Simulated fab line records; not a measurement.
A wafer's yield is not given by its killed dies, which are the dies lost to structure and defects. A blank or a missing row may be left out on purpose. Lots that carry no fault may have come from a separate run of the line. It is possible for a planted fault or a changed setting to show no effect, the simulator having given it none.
Problem report, 8D (eight disciplines) form, completed by code    flow sfq-line    the parts of the form that need people (team, actions taken, sign-off) are left out

1. WHAT WENT WRONG
JJ_NB_RS at SFQ_JJ_RS_MEAS_929 reads a mean of 0.784 ohm/sq on 2 wafers of 2 lots; wafers without a fault read 1.047 ohm/sq with a standard deviation of 0.01. That puts it -26 standard deviations away from the usual mean.
The step: measures by four-point-probe.
First observed at day 54 14:05: wafer L860.5, on film-metro-04. Wafers with a number at this step in the record: 42, from 14 lots. Rule for "out", or "out of limits": more than 4 standard deviations from the usual mean. Any other wafer with a number is counted as sound.

2. WHAT THIS IS AND IS NOT
question                     is                            is not
which readings at this step  JJ_NB_RS                      -
which lots                   L860, L863                    L848, L850, L851, L852, L853, L854, L855, L861, L867, L868, L869, L871
which wafers of those lots   L860.5, L863.1                L860.2, L860.3, L863.2, L863.3
read on which gauges         film-metro-01, film-metro-04  film-metro-03
when                         from day 54 14:05             up to then (23 sound wafers); but 17 sound wafers of L861, L863, L867, L868, L869, L871 came after

3. THE SUSPECTS, EACH WITH WHAT RULES IT OUT
Counting: a tool at a process step up to the reading stays a suspect if it ran every lot that is out. Sound lots after the first of them don't rule it out here, since some wafers of a struck lot are sound.
- the gauge at SFQ_JJ_RS_MEAS_929 is ruled out. 2 gauges (film-metro-01, film-metro-04) read the wafers that are out.
- pvd-sputter-04 at SFQ_TRILAYER_JJ_TRILAYER_DEP_SPUTTER_112 (material Nb, target thk 170 nm, time 113.3 s): kept. It ran every lot that is out, first L860 (day 54 13:59); its last sound lot up to then is L854 (day 50 15:35).
Remaining after the count: pvd-sputter-04 at SFQ_TRILAYER_JJ_TRILAYER_DEP_SPUTTER_112.

4. THE CAUSE (what the simulator had put in)
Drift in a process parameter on pvd-sputter-04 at SFQ_TRILAYER_JJ_TRILAYER_DEP_SPUTTER_112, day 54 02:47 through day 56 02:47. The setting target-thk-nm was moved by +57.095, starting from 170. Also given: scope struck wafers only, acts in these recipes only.
The count eliminated every tool but this one.

5. THE CHAIN OF EFFECTS, in route order
Rows list readings where the struck wafers' mean (over those with a number) sits beyond 3 standard deviations from the usual. Only readings whose record carries a usual standard deviation are examined. hours: median over the lots of the time between each lot's start at the first step of this table that gives one and its start at this step. sigmas: the change, counted in usual standard deviations.
hours  step                reading   usual         on struck wafers  change  sigmas
0      SFQ_JJ_RS_MEAS_929  JJ_NB_RS  1.047 ohm/sq  0.784             -0.263  -26

6. HOW IT WOULD HAVE BEEN CAUGHT EARLIER
11 hours passed between the start of the fault at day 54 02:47 and the first reading out of limits at a measuring or inspecting step in this record, taken at day 54 14:05.
No tool reading at SFQ_TRILAYER_JJ_TRILAYER_DEP_SPUTTER_112 that has a usual standard deviation in the record was out on any struck wafer, so an alarm limit of 4 standard deviations on those readings would not have fired.
L863, from the lots that are out (2), started SFQ_TRILAYER_JJ_TRILAYER_DEP_SPUTTER_112 on pvd-sputter-04 later than day 54 14:05. Putting the tool on hold at that point would have spared it.
